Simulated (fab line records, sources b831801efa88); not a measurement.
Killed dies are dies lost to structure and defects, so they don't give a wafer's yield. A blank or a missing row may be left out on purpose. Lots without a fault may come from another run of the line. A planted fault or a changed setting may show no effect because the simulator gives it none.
One fault seen from 2 desks | flow gf180mcu | each desk has only its own numbers; what lay behind them comes last

THE TOOL OWNER'S DESK: cvd_w-01
The tool's own readings at GF_CONTACT_CVD_24 (deposits W, target thk 300 nm, time 90.339 s): means of the sampled wafers that have a number, for each lot that ran on this tool. A lot is out of limits, marked OUT, if its mean lies more than 4 standard deviations from the usual mean; the brackets give that distance.
Columns: A = heater_power_w at GF_CONTACT_CVD_24, usual 826 W; B = susceptor_temp_C at GF_CONTACT_CVD_24, usual 400.01 C
lot  | first seen here | A   | B
L171 | day 16 19:49    | 827 | 400.01
L172 | day 17 03:56    | 834 | 399.97
L174 | day 18 04:48    | 792 | 399.85
L178 | day 19 09:39    | 829 | 399.88
L180 | day 20 03:00    | 819 | 400.06
L183 | day 21 10:58    | 836 | 399.92
L188 | day 23 11:32    | 827 | 400.11
L190 | day 24 01:35    | 787 | 399.99
This desk's finding: nothing out of limits on any of the 8 lots.

THE METROLOGY DESK
What the gauges read, lot by lot, whatever tool the lot ran on: means of the sampled wafers that have a number. A lot is out of limits, marked OUT, if its mean lies more than 4 standard deviations from the usual mean; the brackets give that distance.
Columns: A = CONTACT_W_RS at GF_CONTACT_RS_MEAS_25, usual 0.381 ohm/sq; B = CONTACT_W_THK at GF_CONTACT_THK_MEAS_26, usual 297 nm
lot  | first seen here | A     | B
L169 | day 16 02:41    | 0.385 | 293
L170 | day 16 14:26    | 0.379 | 299
L171 | day 16 19:55    | 0.381 | 295
L172 | day 17 04:04    | 0.393 | 284
L174 | day 18 04:55    | 0.385 | 291
L178 | day 19 09:51    | 0.391 | 288
L179 | day 19 18:17    | 0.377 | 299
L180 | day 20 03:07    | 0.386 | 294
L182 | day 21 03:43    | 0.381 | 298
L183 | day 21 11:06    | 0.386 | 299
L188 | day 23 11:38    | 0.372 | 304
L190 | day 24 01:43    | 0.368 | 313
This desk's finding: nothing out of limits on any of the 12 lots.

PUT TOGETHER
The tool owner's desk saw nothing out of limits.
The metrology desk saw nothing out of limits.

WHAT THE SIMULATOR HAD PUT IN
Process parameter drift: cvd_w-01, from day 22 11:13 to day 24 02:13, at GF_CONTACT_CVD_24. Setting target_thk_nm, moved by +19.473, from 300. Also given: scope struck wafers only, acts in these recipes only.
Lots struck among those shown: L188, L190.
